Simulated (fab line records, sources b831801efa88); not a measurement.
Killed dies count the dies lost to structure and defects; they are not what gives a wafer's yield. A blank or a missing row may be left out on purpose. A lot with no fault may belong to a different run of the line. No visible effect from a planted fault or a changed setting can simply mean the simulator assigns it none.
Matching of chambers ; flow gf180mcu ; GF_HV_LDD_ETCHBACK_58 on rie-diel-04: 4 sister chambers
The step etches Si3N4 in CH3F/O2, stops on SiO2, time 100 s, target depth 90 nm. 8 wafers are shown with their chamber, then 10 later ones without.

WAFERS PAIRED WITH THEIR CHAMBERS
wafer;chamber;drypump-motor-current-A (A);oes-product-au (a.u.)
L076.6;0;5.3;0.834
L078.5;0;5.3;0.838
L080.1;1;5.7;0.846
L080.6;1;5.7;0.833
L087.3;2;6.3;0.836
L087.5;3;5.8;0.849
L090.1;2;6.2;0.848
L090.2;3;5.7;0.856

WAFERS WHOSE CHAMBER IS MISSING
wafer;drypump-motor-current-A (A);oes-product-au (a.u.)
L090.5;5.7;0.844
L091.3;6.3;0.841
L091.4;5.7;0.835
L091.5;6.3;0.833
L092.1;5.8;0.846
L092.2;6.3;0.836
L092.5;5.8;0.844
L094.1;5.7;0.847
L094.2;5.3;0.857
L094.3;5.7;0.847

CHAMBER TAKEN BY EACH
wafer;from the rows above;in truth
L090.5;can't be placed: 1 or 3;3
L091.3;2;2
L091.4;1;1
L091.5;2;2
L092.1;can't be placed: 3 or 1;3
L092.2;2;2
L092.5;can't be placed: 3 or 1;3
L094.1;can't be placed: 1 or 3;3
L094.2;0;0
L094.3;can't be placed: 1 or 3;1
Correctly placed: 5 of 10. Can't be placed from these rows: 5 (the true chamber is among the candidates in 5). Wrongly placed: 0.
How it was worked out, from the rows above alone: a wafer's distance from a chamber is the root of the sum, over the readings, of the square of ((its reading less the chamber's mean) divided by the reading's scatter). The wafer belongs to the nearest chamber; if the next one is less than 2 further off, it can't be placed. Each chamber's mean is taken over the wafers shown for it. How the scatter is found: for the shown wafers, subtract from each reading the mean of its chamber, square and add these, divide the total by (wafers less chambers), then take the root.
